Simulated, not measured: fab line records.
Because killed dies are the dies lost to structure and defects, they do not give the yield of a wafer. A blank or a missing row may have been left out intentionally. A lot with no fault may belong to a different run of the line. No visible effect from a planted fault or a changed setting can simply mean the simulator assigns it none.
8D (eight disciplines) problem report, filled in by code + flow gf180mcu + the parts of the form that need people (team, actions taken, sign-off) are left out

1. WHAT WENT WRONG
Across 6 wafers from 2 lots, MVPSD_TW at GF_MVPSD_TW_MEAS_11 averages 699.6, while fault-free wafers read 559.5 with a standard deviation of 2.9. That is +48 standard deviations from the usual mean.
First observed at day 9 09:04: wafer L148.4, on film-metro-03. At this step, 42 wafers from 14 lots have a number in the record. By rule, "out" or "out of limits" means more than 4 standard deviations away from the usual mean. Any other wafer with a number is counted as sound.

2. WHAT THIS IS AND IS NOT
| question                    | is                           | is not                                                                                       |
|-----------------------------|------------------------------|----------------------------------------------------------------------------------------------|
| which readings at this step | MVPSD_TW                     | -                                                                                            |
| which lots                  | L148, L149                   | L131, L132, L133, L134, L136, L139, L140, L150, L151, L152, L153, L154                       |
| which wafers of those lots  | all that have a number       | -                                                                                            |
| read on which gauges        | film-metro-03, film-metro-04 | -                                                                                            |
| when                        | from day 9 09:04             | up to then (21 sound wafers); but 15 sound wafers of L150, L151, L152, L153, L154 came after |

3. SUSPECTS, AND WHAT RULES EACH OUT
Counting: a tool at any process step up to the reading remains a suspect when it ran all the lots that are out and ran no sound lot after the first of those.
- the gauge at GF_MVPSD_TW_MEAS_11: ruled out. The wafers that are out were read on 2 gauges (film-metro-03, film-metro-04).
- litho-track-03 at GF_LVPWELL_COAT_02 (resist thk 3000 nm): ruled out as a lasting fault. After its first lot that is out, L148 (day 7 13:47), sound lots L150 ran on it.
Left after counting: nothing in the record.

4. THE CAUSE (what the simulator had put in)
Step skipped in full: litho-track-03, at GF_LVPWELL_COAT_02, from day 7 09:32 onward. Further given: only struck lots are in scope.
It was ruled out by counting, in error; the rule expects a fault to strike all lots run on its tool from its start on, and this fault did not.

5. THE CHAIN OF EFFECTS, in route order
Rows list readings where the struck wafers' mean (over those with a number) sits beyond 3 standard deviations from the usual. Only readings whose record carries a usual standard deviation are examined. hours: median over the lots of the time between each lot's start at the first step of this table that gives one and its start at this step. sigmas: the change, counted in usual standard deviations.
| hours | step                | reading  | usual | on struck wafers | change | sigmas |
|-------|---------------------|----------|-------|------------------|--------|--------|
| 0     | GF_MVPSD_TW_MEAS_11 | MVPSD_TW | 559.5 | 699.6            | +140.1 | +48    |
Readings that are blank on the struck wafers while sound wafers have them: chill-plate-temp-C at GF_LVPWELL_COAT_02; dispense-pressure-kPa at GF_LVPWELL_COAT_02; LVPWELL_OVL at GF_LVPWELL_OVL_MEAS_07.
Later steps that measure or inspect, where all struck wafers having a row at the step show a number for every such reading and not one has moved that far: GF_M1_RS_MEAS_05, GF_V2_THK_MEAS_01.

6. WHAT WOULD HAVE CAUGHT IT SOONER
48 hours passed between the start of the fault at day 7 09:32 and the first reading out of limits at a measuring or inspecting step in this record, taken at day 9 09:04.
Between GF_LVPWELL_COAT_02 and GF_MVPSD_TW_MEAS_11, GF_LVPWELL_OVL_MEAS_07 gave no LVPWELL_OVL on the struck wafers, where sound wafers have one: a measuring or inspecting step that comes back empty is itself a sign.
At GF_LVPWELL_COAT_02 the tool's readings are blank on the struck wafers, where sound wafers have them: an empty tool record is the first sign, and it was there at once.
